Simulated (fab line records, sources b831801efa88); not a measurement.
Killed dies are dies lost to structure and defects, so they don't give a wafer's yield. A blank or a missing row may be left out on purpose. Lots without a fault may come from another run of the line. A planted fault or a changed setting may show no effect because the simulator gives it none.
fab line records | flow sky130
record lots=6 wafers=16 last_day=50
route steps=708 shown VIA4@648 METAL5@661
lots that met no fault: from a run of the same line without faults
start_h: hours from the record's first day to the start of the lot's first wafer shown | wait_h: hours since the lot's step before | " the same as in the row above | L1.1+2: a row that stands for several wafers | - no value, or no start given | * or withheld: withheld | < > ~ a bound
route shown NAME@n: a module of which the file shows steps, and the number in the route of the first | usual: mean/standard deviation of fault-free wafers | same: alike in all rows | chamber/n: place in a boat | sites: the reading at each site | _std_site: their standard deviation | _edge_site: outer sites' mean less inner sites' | radius_mm: how far each site lies from the wafer's centre | mask NAME#n: copy n | behind: the tool/chamber that last shaped the wafer | hold: why the lot was held/for how many hours/how that ended | device: the transistor (n, p or np) that didn't switch | end of line: the same wafers' tests at the end of the route | a step without rows: its recipe alone | killed: dies lost to structure and defects at the first sort, not the wafer's yield | map: a wafer's dies, x killed, . not, _ none there
set.NAME: the setting as run; set.NAME@STEP: as run at that earlier step | model.NAME: the simulator's own value behind a step, which no gauge read
lots at some steps of the route; a table a step, a row a wafer
services: from which hour (start_h, from the record's first day; less than 0 if before it) a tool's chamber was out of use, for how many hours, and why
## steps
# step SKY_VIA4_PEB_09
# recipe temp_c=withheld time_s=* resist=NOVOLAK
# step SKY_VIA4_DEVELOP_10
# recipe resist=NOVOLAK developer=TMAH develop_time_s=60 dev_temp_c=23
# step SKY_VIA4_OVL_MEAS_11
# usual VIA4_OVL=0.4/1.3
# columns lot.wafer tool chamber start_h wait_h VIA4_OVL[nm]
L429.1 overlay-02 - 995.78 0.1 1.3
L429.4 " - " " 1.2
L429.6 " - " " 0.3
L435.1 overlay-01 - 1050.21 0.1 3.2
L435.5 " - " " 2.3
L435.6 " - " " -0.3
L444.5 overlay-01 - 1101.15 0.0 0.1
L444.6 " - " " 0.3
L445.1 overlay-01 - 1105.86 0.1 -3.3
L445.5 " - " " 0.6
L451.1 overlay-02 - 1140.31 0.1 0.8
L451.5 " - " " -1.3
L451.6 " - " " 0.1
L452.1 overlay-01 - 1143.18 0.1 0.8
L452.3 " - " " 1.7
L452.4 " - " " 2.1
# step SKY_VIA4_ETCH_12
# recipe target=SiO2 chemistry=C4F8/O2/Ar stop_on=TiN mask_material=NOVOLAK source_w=1500 bias_w=1200 pressure_mtorr=40 c4f8_flow_sccm=withheld O2_flow_sccm=6 Ar_flow_sccm=300 time_s=withheld target_depth_a=5800
# usual oes_product_au=0.926/0.005 rf_fwd_power_W=1492/5
# columns lot.wafer tool chamber start_h wait_h oes_product_au rf_fwd_power_W
L429.1 rie_diel-02 0 995.81 0.0 0.922 1488
L429.4 " 2 " " 0.935 1490
L429.6 " 1 " " 0.931 1493
L435.1 rie_diel-01 0 1050.25 0.0 0.936 1484
L435.5 " 0 " " 0.927 1488
L435.6 " 3 " " 0.929 1486
L444.5 rie_diel-02 2 1101.20 0.0 0.935 1486
L444.6 " 3 " " 0.932 1492
L445.1 rie_diel-04 3 1105.90 0.0 0.922 1485
L445.5 " 1 " " 0.924 1489
L451.1 rie_diel-04 1 1140.35 0.0 0.932 1494
L451.5 " 1 " " 0.927 1493
L451.6 " 0 " " 0.925 1491
L452.1 rie_diel-02 1 1143.22 0.0 0.926 1489
L452.3 " 3 " " 0.926 1490
L452.4 " 0 " " 0.926 1501
# step SKY_VIA4_STRIP_13
# recipe chemistry=O2/N2 power_w=1400 pressure_mtorr=1500 platen_temp_c=withheld o2_flow_sccm=3000 n2_flow_sccm=300 overash_fraction=0.5
# usual drypump_motor_current_A=5.6/0.51 oes_product_au=0.709/0.0046 strip_time_to_endpoint_s=12.81/0.032
# columns lot.wafer tool chamber start_h wait_h drypump_motor_current_A oes_product_au rf_hours_counter_h strip_time_to_endpoint_s
L429.1 plasma_asher-01 1 995.89 - 6.3 0.702 114 12.81
L429.4 " 0 " " 5.2 0.704 - 12.80
L429.6 " 0 " " 5.2 0.704 - 12.84
L435.1 plasma_asher-03 0 1050.32 - 4.8 0.709 62 12.78
L435.5 " 0 " " 4.8 0.707 - 12.77
L435.6 " 1 " " 5.8 0.712 - 12.78
L444.5 plasma_asher-03 0 1101.30 - 4.8 0.707 - 12.83
L444.6 " 1 " " 5.8 0.706 - 12.80
L445.1 plasma_asher-02 1 1105.97 - 5.8 0.702 37 12.84
L445.5 " 0 " " 6.0 0.711 - 12.78
L451.1 plasma_asher-01 0 1140.42 - 5.2 0.717 7 12.82
L451.5 " 0 " " 5.2 0.709 - 12.82
L451.6 " 1 " " 6.3 0.706 - 12.81
L452.1 plasma_asher-01 0 1143.29 - 5.2 0.713 7 12.85
L452.3 " 0 " " 5.2 0.698 - 12.82
L452.4 " 1 " " 6.3 0.708 - 12.82
# step SKY_VIA4_STRIP_14
# recipe chemistry=post_etch_residue_remover time_s=1200 temp_c=72.5
# step SKY_VIA4_CLEAN_15
# recipe chemistry=IPA time_s=180 temp_c=25
# step SKY_VIA4_CLEAN_16
# recipe chemistry=O3/DIW dry=n2_spin
# step SKY_VIA4_SPUTTER_17
# recipe material=TiN target_thk_nm=20 chamber_pressure_pa=5 power_w=4000 time_s=80
# usual cathode_dc_power_W=4000.1/0.67 throttle_valve_pct=29.9/1.1
# columns lot.wafer tool chamber start_h wait_h cathode_dc_power_W throttle_valve_pct
L429.1 pvd_sputter-02 - 996.64 0.1 4000.5 28.5
L429.4 " - " " 4000.1 30.3
L429.6 " - " " 4001.6 28.6
L435.1 pvd_sputter-01 - 1050.91 0.0 4000.2 29.7
L435.5 " - " " 3999.4 30.5
L435.6 " - " " 4000.9 30.4
L444.5 pvd_sputter-01 - 1101.87 0.0 3999.4 31.0
L444.6 " - " " 3999.7 30.7
L445.1 pvd_sputter-01 - 1106.58 0.0 3999.5 28.2
L445.5 " - " " 4000.5 28.2
L451.1 pvd_sputter-01 - 1141.05 0.0 3999.8 29.7
L451.5 " - " " 3999.9 30.4
L451.6 " - " " 4000.4 28.2
L452.1 pvd_sputter-04 - 1143.90 0.0 3999.5 31.4
L452.3 " - " " 4000.2 28.3
L452.4 " - " " 3999.9 31.4
# step SKY_VIA4_CVD_18
# recipe material=W target_thk_nm=505 time_s=152.14 temp_c=400 pressure_torr=40
# usual heater_power_w=816/47
# columns lot.wafer tool chamber start_h wait_h heater_power_w
L429.1 cvd_w-01 0 996.70 0.0 778
L429.4 " 1 " " 773
L429.6 " 0 " " 776
L435.1 cvd_w-01 1 1050.97 0.0 770
L435.5 " 1 " " 785
L435.6 " 0 " " 756
L444.5 cvd_w-02 1 1102.00 0.1 804
L444.6 " 0 " " 899
L445.1 cvd_w-01 0 1106.64 0.0 783
L445.5 " 0 " " 782
L451.1 cvd_w-01 1 1141.11 0.0 775
L451.5 " 0 " " 788
L451.6 " 1 " " 787
L452.1 cvd_w-02 1 1143.96 0.0 819
L452.3 " 1 " " 801
L452.4 " 1 " " 816
# step SKY_VIA4_RS_MEAS_19
# recipe thk_meas_gauge=four-point-probe reads=W_of_VIA4_CVD_18+TiN_of_VIA4_SPUTTER_17
# usual VIA4_W_RS=0.2283/0.0024
# columns lot.wafer tool chamber start_h wait_h VIA4_W_RS[ohm/sq]
L429.1 film_metro-01 - 996.85 0.1 0.2289
L429.4 " - " " 0.2307
L429.6 " - " " 0.2338
L435.1 film_metro-04 - 1051.12 0.1 0.2270
L435.5 " - " " 0.2259
L435.6 " - " " 0.2266
L444.5 film_metro-01 - 1102.13 0.1 0.2329
L444.6 " - " " 0.2315
L445.1 film_metro-04 - 1106.79 0.1 0.2289
L445.5 " - " " 0.2304
L451.1 film_metro-01 - 1141.26 0.1 0.2250
L451.5 " - " " 0.2272
L451.6 " - " " 0.2276
L452.1 film_metro-04 - 1144.26 0.3 0.2264
L452.3 " - " " 0.2256
L452.4 " - " " 0.2276
# step SKY_VIA4_THK_MEAS_20
# recipe thk_meas_gauge=xrf reads=W_of_VIA4_CVD_18
# usual VIA4_W_THK=501/7
# columns lot.wafer tool chamber start_h wait_h VIA4_W_THK[nm]
L429.1 film_metro-01 - 996.97 0.1 499
L429.4 " - " " 497
L429.6 " - " " 490
L435.1 film_metro-04 - 1051.24 0.1 507
L435.5 " - " " 508
L435.6 " - " " 507
L444.5 film_metro-01 - 1102.21 0.1 488
L444.6 " - " " 491
L445.1 film_metro-04 - 1106.91 0.1 503
L445.5 " - " " 502
L451.1 film_metro-01 - 1141.38 0.1 504
L451.5 " - " " 501
L451.6 " - " " 500
L452.1 film_metro-04 - 1144.38 0.1 511
L452.3 " - " " 514
L452.4 " - " " 508
# step SKY_VIA4_CMP_21
# recipe stop_on=SiO2 t_overpolish_s=25 down_force_psi=3.5 platen_rpm=60 target_thk_nm=0 pad_velocity_m_s=0.94248
# usual motor_current_A=11.3/1.1 overpolish_run_s=25.000/0.009 retaining_ring_pressure_frac=1.000/0.0047 time_to_endpoint_s=118/4.3
# columns lot.wafer tool chamber start_h wait_h motor_current_A overpolish_run_s retaining_ring_pressure_frac time_to_endpoint_s
L429.4 cmp-01 3 997.03 0.0 12.2 25.010 0.992 119
L429.1 " 0 " " 10.8 25.001 1.004 109
L429.6 " 0 " " 12.0 25.017 0.999 108
L435.1 cmp-02 3 1051.45 0.2 12.4 24.996 1.003 117
L435.5 " 0 " " 10.3 25.003 1.007 115
L435.6 " 1 " " 9.0 24.989 0.997 116
L444.6 cmp-02 2 1102.43 0.2 11.4 0.038 0.994 187
L444.5 " 3 " " 12.1 0.032 0.996 186
L445.1 cmp-02 0 1107.02 0.1 10.2 24.978 0.996 108
L445.5 " 3 " " 12.6 0.036 1.004 188
L451.1 cmp-01 3 1141.55 0.2 11.7 24.997 0.999 126
L451.5 " 3 " " 13.5 25.001 1.000 128
L451.6 " 0 " " 11.3 24.976 0.998 118
L452.3 cmp-01 3 1144.44 0.0 12.2 25.005 0.999 124
L452.4 " 0 " " 11.9 25.005 1.000 120
L452.1 " 1 " " 11.7 25.013 1.009 125
# step SKY_METAL5_SPUTTER_00
# recipe material=Ti target_thk_nm=15 power_w=3000 time_s=10 chamber_pressure_pa=0.4
# usual cathode_dc_power_W=3000.0/0.53 throttle_valve_pct=30.1/1.1
# columns lot.wafer tool chamber start_h wait_h cathode_dc_power_W throttle_valve_pct
L429.1 pvd_sputter-03 - 997.33 0.2 3000.5 30.8
L429.4 " - " " 2999.8 30.9
L429.6 " - " " 2999.7 31.6
L435.1 pvd_sputter-03 - 1051.60 0.1 3000.7 29.0
L435.5 " - " " 2998.8 29.7
L435.6 " - " " 2999.0 30.9
L445.1 pvd_sputter-03 - 1107.27 0.2 2999.9 29.6
L451.1 pvd_sputter-04 - 1141.85 0.2 2999.9 31.4
L451.5 " - " " 3000.4 28.4
L451.6 " - " " 3000.7 31.5
L452.1 pvd_sputter-01 - 1144.74 0.1 2999.6 27.8
L452.3 " - " " 2999.9 30.9
L452.4 " - " " 3000.3 29.9
## services
# columns tool chamber start_h hours kind
pvd_sputter-01 - 972.55 41.2 repair
rie_diel-04 3 972.65 1.2 repair
cmp-01 - 974.23 0.2 repair
rie_diel-04 1 976.89 3.0 repair
cvd_w-01 - 987.04 6.0 pm
cmp-02 - 992.92 11.0 repair
pvd_sputter-03 - 999.96 16.8 repair
rie_diel-02 1 1025.30 1.9 repair
plasma_asher-01 - 1030.18 3.7 repair
cvd_w-01 1 1033.00 10.3 repair
cmp-02 - 1035.19 0.7 repair
cmp-01 - 1050.56 2.3 repair
plasma_asher-01 - 1055.25 9.0 pm
cvd_w-01 - 1061.72 2.3 repair
cmp-02 - 1064.55 3.8 repair
cmp-01 - 1080.22 4.8 pm
cmp-02 - 1084.35 4.0 pm
cmp-02 - 1104.86 0.5 repair
cmp-01 - 1110.92 4.9 pm
cmp-01 - 1118.39 2.1 repair
pvd_sputter-04 - 1134.25 5.6 repair
cmp-01 - 1136.99 0.4 repair
cmp-01 - 1141.31 0.2 repair
cvd_w-02 0 1143.06 2.6 repair
## key
first_sign step=SKY_VIA4_CMP_21 reading=overpolish_run_s direction=down sigmas=99+ usual=25.000 struck=0.035
effect step=SKY_VIA4_CMP_21 reading=time_to_endpoint_s direction=up sigmas=16 usual=* struck=*
met_at SKY_VIA4_CMP_21
struck_wafers L444.5,L444.6,L445.5
later_rows_left_out L444.5,L444.6,L445.5
sort_left_out L444.5,L444.6,L445.5
onset_between 1051.45 1102.43
fault kind=process_parameter_drift tool=cmp-02 chamber=- onset_h=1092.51 steps=SKY_VIA4_CMP_21 channel=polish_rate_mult offset=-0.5 shape=step end_h=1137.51 scope=struck_wafers_only
# sort_left_out: the simulated sort isn't trusted on such a fault, so these wafers' sort isn't shown, and their yield isn't known
# later_rows_left_out: the simulator's readings of these wafers behind a module that went badly wrong aren't trusted and aren't shown, but for the sort
